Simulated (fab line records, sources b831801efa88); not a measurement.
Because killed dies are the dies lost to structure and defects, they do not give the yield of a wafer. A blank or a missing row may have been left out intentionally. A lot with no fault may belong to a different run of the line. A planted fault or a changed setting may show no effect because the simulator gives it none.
Which tool did it? ; flow sky130 ; 11 lots with 33 wafers sampled at 5 steps, on a route of 708 steps

## WHAT THE GAUGES SHOWED, per wafer
SKY_VIA4_THK_MEAS_01.
lot;measured;on;VIA4_HDPCVD_THK (nm)
L839;day 42 00:58;film-metro-04;1707 1738 1713
L841;day 42 07:23;film-metro-04;1740 1711 1708
L844;day 43 07:35;film-metro-03;1704 1744 1720
L845;day 43 11:48;film-metro-04;1754 1755 1721
L846;day 44 01:17;film-metro-01;1718 1727 1738
L848;day 44 18:07;film-metro-04;1748 1753 1734
L849;day 44 18:10;film-metro-01;1728 1745 1720
L850;day 44 20:18;film-metro-04;1741 1782 1751
L851;day 44 21:02;film-metro-04;1728 1741 1721
L854;day 46 00:05;film-metro-04;1753 2098 1775
L861;day 47 11:08;film-metro-04;1754 1756 1739

## WHAT TOOL EACH LOT RAN ON (gives the tool, then ch and the chambers of the sampled wafers, and finally the start)
lot;SKY_METAL1_STRIP_20;SKY_VIA1_CMP_02;SKY_VIA1_ETCH_14;SKY_VIA4_HDPCVD_00
L839;plasma-asher-03 ch 0,1, day 32 23:07;cmp-01 ch 1,2,3, day 33 00:02;rie-diel-03 ch 0,1,2, day 34 04:31;hdpcvd-01 ch 1,2, day 42 00:47
L841;plasma-asher-02 ch 0,1, day 33 07:24;cmp-02 ch 0,3, day 33 08:14;rie-diel-03 ch 1,2,3, day 34 11:07;hdpcvd-02 ch 0,1,2, day 42 07:16
L844;plasma-asher-03 ch 0,1, day 34 11:50;cmp-02 ch 1,2,3, day 34 12:51;rie-diel-01 ch 1,2,3, day 35 15:13;hdpcvd-01 ch 1,2, day 43 07:25
L845;plasma-asher-04 ch 0,1, day 34 15:45;cmp-02 ch 0,1,3, day 34 16:35;rie-diel-04 ch 1,3, day 35 19:52;hdpcvd-02 ch 0,1, day 43 11:36
L846;plasma-asher-02 ch 0, day 35 08:06;cmp-02 ch 0,2, day 35 08:52;rie-diel-01 ch 0,2, day 36 11:43;hdpcvd-02 ch 0,1,2, day 44 01:06
L848;plasma-asher-03 ch 0,1, day 36 01:09;cmp-02 ch 2,3, day 36 01:58;rie-diel-01 ch 0,2,3, day 37 04:43;hdpcvd-02 ch 0,2, day 44 17:56
L849;plasma-asher-02 ch 0,1, day 36 01:30;cmp-02 ch 0,1,2, day 36 02:16;rie-diel-01 ch 0,2,3, day 37 05:25;hdpcvd-01 ch 0,1,2, day 44 17:59
L850;plasma-asher-04 ch 1, day 36 04:22;cmp-01 ch 0,1,2, day 36 06:57;rie-diel-03 ch 1,3, day 37 09:53;hdpcvd-01 ch 1,2, day 44 20:07
L851;plasma-asher-03 ch 0,1, day 36 09:43;cmp-02 ch 0,1, day 36 10:29;rie-diel-03 ch 2,3, day 37 12:19;hdpcvd-02 ch 0,1, day 44 20:51
L854;plasma-asher-03 ch 1, day 37 14:09;cmp-01 ch 1,3, day 37 14:55;rie-diel-03 ch 0,2, day 38 18:04;hdpcvd-02 ch 0,1,2, day 45 23:54
L861;plasma-asher-03 ch 1, day 39 08:48;cmp-02 ch 1,3, day 39 09:34;rie-diel-03 ch 0,1, day 40 09:56;hdpcvd-01 ch 0,1,2, day 47 10:58
- SKY_METAL1_STRIP_20: strips in O2/N2.
- SKY_VIA1_CMP_02: polishes SiO2.
- SKY_VIA1_ETCH_14: etches BARC in N2/H2, stops on SiO2, time 45.9 s, target depth 60 nm.
- SKY_VIA4_HDPCVD_00: deposits SiO2, target thk 1750 nm, time 291.7 s.

## THE ANSWER, worked out from the rows above alone
Rule: the lots themselves supply what counts as usual. The widest of any qualifying gaps counts: lots, ordered by their means at a reading, are off when they make up no more than a third of the lots, leave a main group of 4 or more, and stand apart from it by 3 or more times the standard deviation of that group's means. The tables above print the reading to a certain number of digits; a main group whose means all agree to those digits is not used. A lot without any number at a reading at which 4 lots or more have one is off too. Where the step has rows for the other lots, those lots are counted as sound.
Off: at SKY_VIA4_THK_MEAS_01 (VIA4_HDPCVD_THK), L854. Main group: mean 1735 nm, sd 13.
If a tool, at a process step before that reading, ran all the lots that are off and no sound lot after the first of them, it fits. Gauges at SKY_VIA4_THK_MEAS_01: tried the same way as those tools. 2 tools fit, cmp-01 at SKY_VIA1_CMP_02 and hdpcvd-02 at SKY_VIA4_HDPCVD_00, so this cannot tell which one it is.

## WHAT HAD BEEN PUT IN BY THE SIMULATOR
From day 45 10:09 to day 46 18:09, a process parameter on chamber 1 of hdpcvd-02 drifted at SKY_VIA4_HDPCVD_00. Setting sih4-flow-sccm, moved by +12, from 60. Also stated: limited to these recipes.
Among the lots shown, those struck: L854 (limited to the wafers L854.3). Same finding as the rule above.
